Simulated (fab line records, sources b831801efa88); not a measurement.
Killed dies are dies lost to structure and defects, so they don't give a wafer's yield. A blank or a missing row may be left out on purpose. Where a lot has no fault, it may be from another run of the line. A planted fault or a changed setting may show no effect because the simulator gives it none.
One fault through the eyes of 2 desks | flow sky130 | only its own numbers are on each desk; what lay behind them is given at the end

FROM THE METROLOGY DESK
What the gauges read, lot by lot, whatever tool the lot ran on: means of the sampled wafers that have a number. Marked OUT: a lot whose mean sits more than 4 standard deviations from the usual mean, which makes it out of limits; the brackets give that distance.
Columns: A = VIA2_OVL at SKY_VIA2_OVL_MEAS_13, usual 3 nm; B = CAPM_CVD_00_THK at SKY_CAPM_THK_MEAS_01, usual 15.60 nm
lot  | first seen here | A  | B
L916 | day 36 10:28    | -3 | 15.74
L917 | day 36 19:14    | -2 | 15.58
L920 | day 37 18:11    | 2  | 15.42
L922 | day 38 16:04    | -1 | 15.65
L928 | day 40 01:19    | -3 | 15.36
L932 | day 42 01:02    | -5 | 17.10 (+6.0) OUT
L934 | day 42 06:13    | 8  | 15.74
L933 | day 42 13:20    | 5  | 17.03 (+5.7) OUT
L936 | day 42 16:25    | 6  | 15.76
L937 | day 43 00:13    | 1  | 15.76
L938 | day 43 07:53    | 3  | 15.60
This desk's result: L932, L933 out of limits, first on L932 (CAPM_CVD_00_THK at SKY_CAPM_THK_MEAS_01), day 42 02:40. L916, L917, L920, L922, L928, L934, L936, L937, L938 stayed within limits.

TOOL OWNER'S DESK, pecvd-04
The tool's own readings at SKY_CAPM_CVD_00 (deposits SiO2, target thk 15.5 nm): means of the sampled wafers that have a number, for each lot that ran on this tool. Marked OUT: a lot whose mean sits more than 4 standard deviations from the usual mean, which makes it out of limits; the brackets give that distance.
Columns: A = heater power w at SKY_CAPM_CVD_00, usual 703 W
lot  | first seen here | A
L917 | day 36 20:52    | 744
L920 | day 37 19:44    | 775
L928 | day 40 02:52    | 732
L932 | day 42 02:38    | 683
L933 | day 42 14:52    | 702
This desk's finding: nothing out of limits on any of the 5 lots.

BROUGHT TOGETHER
L932, L933 would have let the metrology desk raise an alarm at day 42 02:40.
The desk of the tool owner found nothing out of limits.
The tool owner's desk has L932, L933 on record, within its limits.
SKY_CAPM_CVD_00 was run on pecvd-04 by each of the lots named.

WHAT HAD BEEN PUT IN BY THE SIMULATOR
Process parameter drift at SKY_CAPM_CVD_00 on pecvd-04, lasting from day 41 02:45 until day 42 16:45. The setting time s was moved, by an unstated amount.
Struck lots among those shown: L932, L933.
Hours from the fault's start to each desk's first reading out of limits: the metrology desk, 24.
